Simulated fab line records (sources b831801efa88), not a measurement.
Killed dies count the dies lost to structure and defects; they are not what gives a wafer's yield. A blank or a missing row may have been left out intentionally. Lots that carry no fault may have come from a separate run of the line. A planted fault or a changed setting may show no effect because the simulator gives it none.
The same fault as seen by 2 desks ; flow gf180mcu ; every desk sees just its own numbers, and what lay behind them comes last

## AT THE TOOL OWNER'S DESK: cvd-w-01
The tool's own readings at GF_V2_CVD_23 (deposits W, target thk 350 nm, time 104.94 s): means of the sampled wafers that have a number, for each lot that ran on this tool. Any lot whose mean is over 4 standard deviations away from the usual mean is out of limits and marked OUT; that distance is given in the brackets.
Columns: A = heater-power-w at GF_V2_CVD_23, usual 891 W
lot;first seen here;A
L558;day 21 11:37;875
L559;day 21 21:01;903
L560;day 22 01:08;907
L561;day 22 21:31;895
L563;day 23 05:38;866
L573;day 26 10:42;892
L574;day 26 19:44;897
L575;day 27 01:53;883
L578;day 27 22:23;914
L579;day 28 05:26;903
This desk found nothing out of limits on any of the 10 lots.

## AT THE METROLOGY DESK
What the gauges read for every lot (on any tool): the sampled wafers with a number, averaged. Any lot whose mean is over 4 standard deviations away from the usual mean is out of limits and marked OUT; that distance is given in the brackets.
Columns: A = V2_W_RS at GF_V2_RS_MEAS_24, usual 0.328 ohm/sq; B = V2_W_THK at GF_V2_THK_MEAS_25, usual 354 nm
lot;first seen here;A;B
L557;day 20 20:53;0.334;350
L558;day 21 11:45;0.326;355
L559;day 21 21:08;0.324;358
L560;day 22 01:16;0.325;359
L561;day 22 21:38;0.297 (-6.5) OUT;389 (+6.1) OUT
L563;day 23 05:45;0.295 (-6.9) OUT;398 (+7.8) OUT
L571;day 25 19:29;0.328;354
L573;day 26 10:49;0.323;359
L574;day 26 19:51;0.324;357
L575;day 27 01:59;0.324;361
L578;day 27 22:30;0.324;355
L579;day 28 05:34;0.327;355
This desk finds L561, L563 out of limits, with the earliest case on L561 at day 22 21:38 (V2_W_RS at GF_V2_RS_MEAS_24). L557, L558, L559, L560, L571, L573, L574, L575, L578, L579 stayed within limits.

## PUT TOGETHER
An alarm was possible from the metrology desk at day 22 21:38, on L561, L563.
The desk of the tool owner found nothing out of limits.
Tool owner's desk: L561, L563 on record, inside its limits.
GF_V2_CVD_23 was run on cvd-w-01 by each of the lots named.

## WHAT WAS PUT IN BY THE SIMULATOR
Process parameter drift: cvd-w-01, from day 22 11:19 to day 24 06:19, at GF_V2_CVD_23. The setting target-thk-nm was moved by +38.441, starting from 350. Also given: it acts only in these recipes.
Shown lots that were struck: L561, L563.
Per desk, hours elapsed from the start of the fault to the first reading out of limits: for the metrology desk, 10.
